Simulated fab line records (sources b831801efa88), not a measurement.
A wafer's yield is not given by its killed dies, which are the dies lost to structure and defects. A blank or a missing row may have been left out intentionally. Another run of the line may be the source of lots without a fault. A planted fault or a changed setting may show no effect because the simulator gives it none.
Comparing a struck lot with a sound one | flow sky130 | 38 out of 708 route steps
Sound: wafers L365.2, L365.3, L365.5. Struck: wafers L354.2, L354.4, L354.5. At the end, the cause is stated.
For every step that has rows: the tool of each side, followed by ch and its chambers, followed by its first start. Under that, the readings that differ: sound wafers | struck wafers | difference of the means | sigmas: that difference in standard deviations of wafers without a fault.
alike: readings whose means differ by less than 2 such deviations, and words and numbers that are the same on both sides. not compared: withheld readings, readings that some wafer has no value for, bounds like >300 that may hide the same value, and numbers for which the record gives no deviation and whose values overlap.
Wherever a step has rows on one side only, a row that says differs or no value, or a row with sigmas, the two part there. Numbers that don't overlap but have no deviation are shown without sigmas and don't part them. Lack of a reading on every wafer of one side parts them only where that side has two or more wafers.

first, 10 steps without rows for these wafers: SKY_GATE_OXIDE_COAT_05 (resist thk 1162 nm); SKY_GATE_OXIDE_SOFTBAKE_06 (time 60 s); SKY_GATE_OXIDE_EXPOSE_07 (exposes mask LVOM, target cd 600 nm); SKY_GATE_OXIDE_PEB_08; SKY_GATE_OXIDE_DEVELOP_09 (develop time 60 s); SKY_GATE_OXIDE_IMPLANT_11; SKY_GATE_OXIDE_WET_ETCH_12 (etches SiO2 in dHF, target depth 16.8 nm, time 336 s); SKY_GATE_OXIDE_STRIP_13 (strips in O2/N2); SKY_GATE_OXIDE_CLEAN_15 (cleans in SC1/SC2, time 150 s); SKY_GATE_OXIDE_OXIDATION_16 (stabilise 600 s, purge 300 s, target thk 3.57 nm).
SKY_POLY_GATE_CVD_00: deposits poly-Si, target thk 180 nm, time 720 s.
  sound on lpcvd-01 ch 1, day 20 03:55; struck on lpcvd-01 ch 1, day 15 20:31
reading                                      | sound             | struck            | difference | sigmas
model.poly-Si_of_POLY_GATE_CVD_00.thkNm (nm) | 182.2 181.9 180.9 | 230.9 232.1 233.1 | +50.4      | 
  alike: pressureMtorr, spikeTcLowerC
SKY_POLY_GATE_THK_MEAS_01:
  sound: filmMetro-02 at day 20 05:44; struck: filmMetro-02 at day 15 21:43
reading                   | sound             | struck            | difference | sigmas
POLY_GATE_CVD_00_THK (nm) | 182.2 182.0 181.0 | 230.9 232.0 233.2 | +50.3      | +31
then, 21 steps without rows for these wafers: SKY_RES_PROTECT_DEHYDRATE_00 (time 60 s); SKY_RES_PROTECT_HMDS_01 (prime time 60 s); SKY_RES_PROTECT_COAT_02 (resist thk 1140 nm); SKY_RES_PROTECT_SOFTBAKE_03 (time 60 s); SKY_RES_PROTECT_EXPOSE_04 (exposes mask RPM, target cd 1270 nm); SKY_RES_PROTECT_PEB_05; SKY_RES_PROTECT_DEVELOP_06 (develop time 60 s); SKY_POLY_GATE_IMPLANT_02; SKY_RES_PROTECT_STRIP_07 (strips in O2/N2); SKY_RES_PROTECT_CLEAN_09 (cleans in SC1/SC2, time 150 s); SKY_POLY_GATE_CVD_03 (deposits Si3N4 from DCS/NH3, target thk 75 nm, time 1290 s); SKY_POLY_GATE_DEHYDRATE_05 (time 60 s); SKY_POLY_GATE_HMDS_06 (prime time 60 s); SKY_POLY_GATE_COAT_07 (resist thk 110 nm); SKY_POLY_GATE_COAT_08 (resist thk 450 nm); SKY_POLY_GATE_SOFTBAKE_09 (time 90 s); SKY_POLY_GATE_EXPOSE_10 (exposes mask P1M, target cd 150 nm); SKY_POLY_GATE_PEB_11; SKY_POLY_GATE_DEVELOP_12 (develop time 60 s); SKY_POLY_GATE_ETCH_15 (etches BARC in N2/H2, stops on SiO2, time 118.5 s, target depth 110 nm); SKY_POLY_GATE_ETCH_16 (etches Si3N4 in CH3F/O2, stops on poly-Si, time 147.5 s, target depth 75 nm).
-- the record jumps here: 3 days lie between the struck wafers' starts before and after --
SKY_POLY_GATE_ETCH_17: etches poly-Si in HBr/Cl2, stops on SiO2, target depth 180 nm, time 70.5 s.
  sound on rieSi-01 ch 0,2, day 22 22:17; struck on rieSi-02 ch 0,3, day 18 12:02
reading                  | sound       | struck      | difference | sigmas
drypumpMotorCurrentA (A) | 6.3 6.2 6.2 | 5.5 5.2 5.3 | -0.9       | -2
  alike: chamberPressureMTorr, oesProductAu, rfFwdPowerW, throttleValvePct
  not compared: rfHoursCounterH, model.etch.depthNm, model.POLY_GATE.featureDepthNm
then, 2 steps without rows for these wafers: SKY_POLY_GATE_STRIP_18 (strips in O2/N2); SKY_POLY_GATE_CLEAN_19 (cleans in SC1/SC2, time 150 s).
-- a jump in the record: the struck wafers' starts before and after are 8 days apart (it breaks off in module POLY_GATE and resumes in module POLY_CUT, where the first step shown is number 318 of the route) --
SKY_POLY_CUT_ETCH_11: etches Si3N4 in CF4/CH2F2/Ar, stops on poly-Si, time 43.17 s, target depth 60 nm.
  sound on rieDiel-01 ch 0,1,2, day 30 08:35; struck on rieDiel-02 ch 1,3, day 26 04:44
reading                                      | sound           | struck            | difference | sigmas
model.poly-Si_of_POLY_GATE_CVD_00.thkNm (nm) | 181.3 181.1 180 | 230.1 231.3 232.3 | +50.4      | 
  alike: ch2f2FlowSccm, chamberPressureMTorr, drypumpMotorCurrentA, oesProductAu, throttleValvePct
  not compared: rfHoursCounterH
-- a jump in the record: the struck wafers' starts before and after are 21 days apart (it breaks off in module POLY_CUT and resumes in module PAD_OPEN, where the first step shown is number 708 of the route) --
SKY_PAD_OPEN_PROBE_99:
  sound: prober-02 at day 50 01:06; struck: prober-02 at day 47 00:32
reading                          | sound             | struck            | difference | sigmas
model.etest.resXhighPo.lineOhmUm | 5810 5700 5615    | 6050 6244 6243    | +471       | 
model.etest.resXhighPo.rsOhmSq   | 2006 1991 1962    | 2154 2207 2172    | +191       | 
model.etest.resHighPo.lineOhmUm  | 734.6 748.5 746.3 | 645.6 660.4 646.8 | -92.2      | 
model.etest.resPoly.lineOhmUm    | 532 531.5 531.9   | 433.9 445 448.2   | -89.4      | 
model.etest.liconHighPo.rcOhm    | 331.2 338.3 337.1 | 393.7 414.4 415.1 | +72.2      | 
model.etest.resHighPo.rsOhmSq    | 259.4 259.8 258.7 | 226.1 227.6 225.6 | -32.9      | 
model.etest.liconPoly.rcOhm      | 152.4 153.3 146.2 | 168.5 179.3 166.8 | +20.9      | 
  alike: killed_at_M0_to_M3, killed_at_M4_up, killedAtContacts, killedAtFrontEnd, killedAtOther, killedDies, killedOpen, killedShort
  not compared: model.etest.tipSonos.rsOhmSq

WHERE THEY PART
At SKY_POLY_GATE_THK_MEAS_01 first; at SKY_POLY_GATE_ETCH_17 last (within this record only). Later steps at which nothing parts them and some readings are alike: SKY_POLY_CUT_ETCH_11, SKY_PAD_OPEN_PROBE_99.

WHY: what the simulator had put in
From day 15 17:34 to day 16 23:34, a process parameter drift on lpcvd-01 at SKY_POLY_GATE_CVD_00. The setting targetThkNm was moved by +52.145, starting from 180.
